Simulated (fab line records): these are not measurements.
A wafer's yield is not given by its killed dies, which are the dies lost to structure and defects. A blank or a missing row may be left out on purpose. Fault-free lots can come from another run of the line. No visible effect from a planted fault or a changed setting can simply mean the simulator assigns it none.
8D (eight disciplines) problem report, filled in by code    flow sky130    the parts of the form that need people (team, actions taken, sign-off) are left out

## 1. WHAT IS WRONG
Mean POLY_GATE_CVD_00_THK at SKY_POLY_GATE_THK_MEAS_01: 87.9 nm over 6 wafers in 2 lots; fault-free wafers: 180.3 nm, standard deviation 1.6. That puts it -58 standard deviations away from the usual mean.
Seen first at day 19 22:25 on film_metro-01, wafer L445.1. Wafers with a number at this step in the record: 33, from 11 lots. By rule, "out" or "out of limits" means more than 4 standard deviations away from the usual mean. The other wafers with a number count as sound.

## 2. WHAT IT IS, AND WHAT IT ISN'T
question                     is                            is not
which readings at this step  POLY_GATE_CVD_00_THK          -
which lots                   L445, L446                    L432, L433, L434, L435, L436, L437, L439, L449, L450
which wafers of those lots   all that have a number        -
read on which gauges         film_metro-01, film_metro-03  film_metro-02
when                         from day 19 22:25             up to then (21 sound wafers); but 6 sound wafers of L449, L450 came after

## 3. WHAT RULES OUT EACH SUSPECT
Counting: any tool at a process step up to the reading is kept as a suspect provided that every lot that is out went through it and no sound lot did after the first of them.
- the gauge at SKY_POLY_GATE_THK_MEAS_01 has been ruled out. Those wafers that are out were read across 2 gauges (film_metro-01, film_metro-03).
- lpcvd-01 at SKY_POLY_GATE_CVD_00 (deposits poly-Si, target thk 180 nm, time 720 s): ruled out as a lasting fault. Following L445 (day 19 21:13), the first lot on it that is out, the sound lots L449, L450 were run on it.
Left after counting: nothing in the record.

## 4. THE CAUSE (what the simulator had put in)
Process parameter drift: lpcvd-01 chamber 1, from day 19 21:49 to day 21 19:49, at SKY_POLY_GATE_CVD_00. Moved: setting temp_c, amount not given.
Counting ruled it out, wrongly: the rule takes a fault to strike every lot that its tool runs from its start on, and this one did not.

## 5. THE EFFECT CHAIN, in route order
Each row: a reading where the mean over the struck wafers with a number is more than 3 standard deviations away from the usual. Only readings for which the record gives a usual standard deviation are gone through. hours: the time from each lot's start at the first step in this table that gives one to its start at this step, as a median over the lots. sigmas: the change in usual standard deviations.
hours  step                       reading               usual       on struck wafers  change  sigmas
0      SKY_POLY_GATE_CVD_00       spike_tc_bottom_C     639.1 C     608.5             -30.6   -20
0      SKY_POLY_GATE_CVD_00       spike_tc_centre_C     620.3 C     590.4             -29.9   -33
0      SKY_POLY_GATE_CVD_00       spike_tc_lower_C      620.5 C     589.9             -30.6   -24
0      SKY_POLY_GATE_CVD_00       spike_tc_top_C        638.0 C     608.3             -29.7   -17
0      SKY_POLY_GATE_CVD_00       spike_tc_upper_C      621.4 C     590.8             -30.6   -22
0      SKY_POLY_GATE_CVD_00       susceptor_temp_C      619.99 C    590.15            -29.84  -99 or more
1      SKY_POLY_GATE_THK_MEAS_01  POLY_GATE_CVD_00_THK  180.3 nm    87.9              -92.4   -58
64     SKY_POLY_GATE_ETCH_17      oes_product_au        0.983 a.u.  0.627             -0.356  -45
The process steps in it:
- SKY_POLY_GATE_CVD_00: deposits poly-Si, target thk 180 nm, time 720 s.
- SKY_POLY_GATE_ETCH_17: etches poly-Si in HBr/Cl2, stops on SiO2, target depth 180 nm, time 70.5 s.

## 6. HOW IT WOULD HAVE BEEN CAUGHT EARLIER
In this record the first reading out of limits at a measuring or inspecting step was taken at day 19 22:25, 1 hour after the fault began at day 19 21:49.
At SKY_POLY_GATE_CVD_00, the tool's own readings (spike_tc_bottom_C, spike_tc_centre_C, spike_tc_lower_C, spike_tc_top_C, spike_tc_upper_C, susceptor_temp_C) were out on each struck wafer the step has a row for, so an alarm limit on them would have fired on the first such wafer.
